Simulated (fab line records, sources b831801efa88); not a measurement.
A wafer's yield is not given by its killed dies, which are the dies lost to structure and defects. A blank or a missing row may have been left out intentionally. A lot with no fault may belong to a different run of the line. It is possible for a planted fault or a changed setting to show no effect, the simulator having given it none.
Which tool did it? || flow gf180mcu || 11 lots with 33 wafers sampled at 4 steps, on a route of 602 steps

WHAT THE GAUGES SHOWED, per wafer
GF_LVPWELL_OVL_MEAS_07.
{"lot": "L471", "measured": "day 3 22:51", "on": "overlay-01", "LVPWELL_OVL (nm)": "1.3 -1.2 -0.3"}
{"lot": "L472", "measured": "day 4 03:13", "on": "overlay-01", "LVPWELL_OVL (nm)": "1.8 1.4 0.1"}
{"lot": "L473", "measured": "day 4 07:43", "on": "overlay-01", "LVPWELL_OVL (nm)": "-0.8 -1.3 -1.5"}
{"lot": "L474", "measured": "day 4 13:46", "on": "overlay-01", "LVPWELL_OVL (nm)": "-0.3 -0.8 -0.1"}
{"lot": "L475", "measured": "day 4 19:02", "on": "overlay-01", "LVPWELL_OVL (nm)": "1.4 -1.2 0.0"}
{"lot": "L477", "measured": "day 5 08:11", "on": "overlay-01", "LVPWELL_OVL (nm)": "229.0 226.1 228.3 229.9 226.8 228.0"}
{"lot": "L482", "measured": "day 6 13:08", "on": "overlay-01", "LVPWELL_OVL (nm)": "228.0 229.6 228.4 228.4 230.3 229.0"}
{"lot": "L488", "measured": "day 8 06:34", "on": "overlay-02", "LVPWELL_OVL (nm)": "0.8 0.1 2.2"}
{"lot": "L489", "measured": "day 8 06:49", "on": "overlay-02", "LVPWELL_OVL (nm)": "1.1 2.0 2.6"}
{"lot": "L490", "measured": "day 8 12:11", "on": "overlay-02", "LVPWELL_OVL (nm)": "-0.5 0.8 -0.6"}
{"lot": "L493", "measured": "day 9 05:05", "on": "overlay-01", "LVPWELL_OVL (nm)": "0.0 -1.2 1.7"}

GF_V1_RS_MEAS_24: a four-point-probe measurement.
{"lot": "L471", "measured": "day 18 07:19", "on": "filmMetro-03", "V1_W_RS (ohm/sq)": "0.324 0.320 0.328"}
{"lot": "L472", "measured": "day 18 20:42", "on": "filmMetro-04", "V1_W_RS (ohm/sq)": "0.320 0.327 0.324"}
{"lot": "L473", "measured": "day 19 05:49", "on": "filmMetro-03", "V1_W_RS (ohm/sq)": "0.328 0.329 0.329"}
{"lot": "L474", "measured": "day 19 10:25", "on": "filmMetro-03", "V1_W_RS (ohm/sq)": "0.324 0.319 0.326"}
{"lot": "L475", "measured": "day 20 00:16", "on": "filmMetro-03", "V1_W_RS (ohm/sq)": "0.330 0.326 0.324"}
{"lot": "L488", "measured": "day 25 02:39", "on": "filmMetro-02", "V1_W_RS (ohm/sq)": "0.325 0.329 0.328"}
{"lot": "L489", "measured": "day 25 01:35", "on": "filmMetro-04", "V1_W_RS (ohm/sq)": "0.322 0.325 0.323"}
{"lot": "L490", "measured": "day 25 06:56", "on": "filmMetro-02", "V1_W_RS (ohm/sq)": "0.328 0.326 0.329"}
{"lot": "L493", "measured": "day 26 07:28", "on": "filmMetro-04", "V1_W_RS (ohm/sq)": "0.319 0.326 0.321"}

GF_M3_RS_MEAS_05: a four-point-probe measurement.
{"lot": "L471", "measured": "day 20 11:41", "on": "filmMetro-03", "M3_ALCU_RS (ohm/sq)": "0.0701 0.0690 0.0691"}
{"lot": "L472", "measured": "day 21 01:50", "on": "filmMetro-01", "M3_ALCU_RS (ohm/sq)": "0.0693 0.0692 0.0692"}
{"lot": "L473", "measured": "day 21 11:11", "on": "filmMetro-03", "M3_ALCU_RS (ohm/sq)": "0.0695 0.0690 0.0688"}
{"lot": "L474", "measured": "day 21 15:17", "on": "filmMetro-03", "M3_ALCU_RS (ohm/sq)": "0.0704 0.0700 0.0696"}
{"lot": "L475", "measured": "day 22 04:59", "on": "filmMetro-01", "M3_ALCU_RS (ohm/sq)": "0.0698 0.0693 0.0705"}
{"lot": "L488", "measured": "day 27 01:32", "on": "filmMetro-01", "M3_ALCU_RS (ohm/sq)": "0.0705 0.0704 0.0704"}
{"lot": "L489", "measured": "day 27 00:32", "on": "filmMetro-04", "M3_ALCU_RS (ohm/sq)": "0.0690 0.0686 0.0690"}
{"lot": "L490", "measured": "day 27 05:16", "on": "filmMetro-03", "M3_ALCU_RS (ohm/sq)": "0.0695 0.0695 0.0695"}
{"lot": "L493", "measured": "day 28 04:13", "on": "filmMetro-01", "M3_ALCU_RS (ohm/sq)": "0.0700 0.0695 0.0690"}

WHAT TOOL EACH LOT RAN ON (gives the tool, then ch and the chambers of the sampled wafers, and finally the start)
{"lot": "L471", "GF_LVPWELL_EXPOSE_04": "ilineStepper-01 ch 0, day 3 16:53"}
{"lot": "L472", "GF_LVPWELL_EXPOSE_04": "ilineStepper-02 ch 0, day 3 20:57"}
{"lot": "L473", "GF_LVPWELL_EXPOSE_04": "ilineStepper-02 ch 0, day 4 00:56"}
{"lot": "L474", "GF_LVPWELL_EXPOSE_04": "ilineStepper-01 ch 0, day 4 06:53"}
{"lot": "L475", "GF_LVPWELL_EXPOSE_04": "ilineStepper-01 ch 0, day 4 12:01"}
{"lot": "L477", "GF_LVPWELL_EXPOSE_04": "ilineStepper-01 ch 0, day 5 01:23"}
{"lot": "L482", "GF_LVPWELL_EXPOSE_04": "ilineStepper-01 ch 0, day 6 05:23"}
{"lot": "L488", "GF_LVPWELL_EXPOSE_04": "ilineStepper-02 ch 0, day 7 22:16"}
{"lot": "L489", "GF_LVPWELL_EXPOSE_04": "ilineStepper-02 ch 0, day 7 22:50"}
{"lot": "L490", "GF_LVPWELL_EXPOSE_04": "ilineStepper-02 ch 0, day 8 04:19"}
{"lot": "L493", "GF_LVPWELL_EXPOSE_04": "ilineStepper-02 ch 0, day 8 21:14"}
- GF_LVPWELL_EXPOSE_04: exposes mask LVPWELL, target cd 600 nm.

WHAT THE TOOLS THEMSELVES READ (means of the sampled wafers that have a number; where no wafer has one, the mark that the record gives instead)
The record holds no such reading with a usual standard deviation.

THE ANSWER, worked out from the rows above alone
Rule: what is usual is taken from the lots themselves. Put in order of their means at a reading, lots are off if they are a third of the lots or fewer, leave a main group of 4 or more, and stand apart from it by a gap of 3 or more times the standard deviation of the main group's means; of several such gaps the widest counts. The tables above print the reading to a certain number of digits; a main group whose means all agree to those digits is not used. Also off: a lot with no number at a reading for which 4 or more lots have one. Any other lot the step has rows for is counted as sound. Order of review: gauges by route order, followed by the tools' own readings, for which a lot's mean as printed above is used. At the first step where some lot is off, the reading lying furthest off is the one used; lots without a number count as furthest.
Off: at GF_LVPWELL_OVL_MEAS_07 (LVPWELL_OVL), L477, L482. Main group: mean 0.3 nm, sd 0.87.
If a tool, at a process step before that reading, ran all the lots that are off and no sound lot after the first of them, it fits. The gauges at GF_LVPWELL_OVL_MEAS_07 are tried like those tools. One fits: GF_LVPWELL_EXPOSE_04 on ilineStepper-01. A fault onset in the window from L475 (day 4 12:01, its last sound lot) to L477 (day 5 01:23, its first lot off) fits.

WHAT HAD BEEN PUT IN BY THE SIMULATOR
Scanner matching overlay: ilineStepper-01, from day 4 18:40 on, at GF_LVPWELL_EXPOSE_04. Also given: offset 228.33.
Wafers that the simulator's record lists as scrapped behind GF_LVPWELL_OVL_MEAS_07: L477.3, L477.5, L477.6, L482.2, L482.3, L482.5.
Struck lots among those shown: L477, L482. This agrees with what the rule above found.
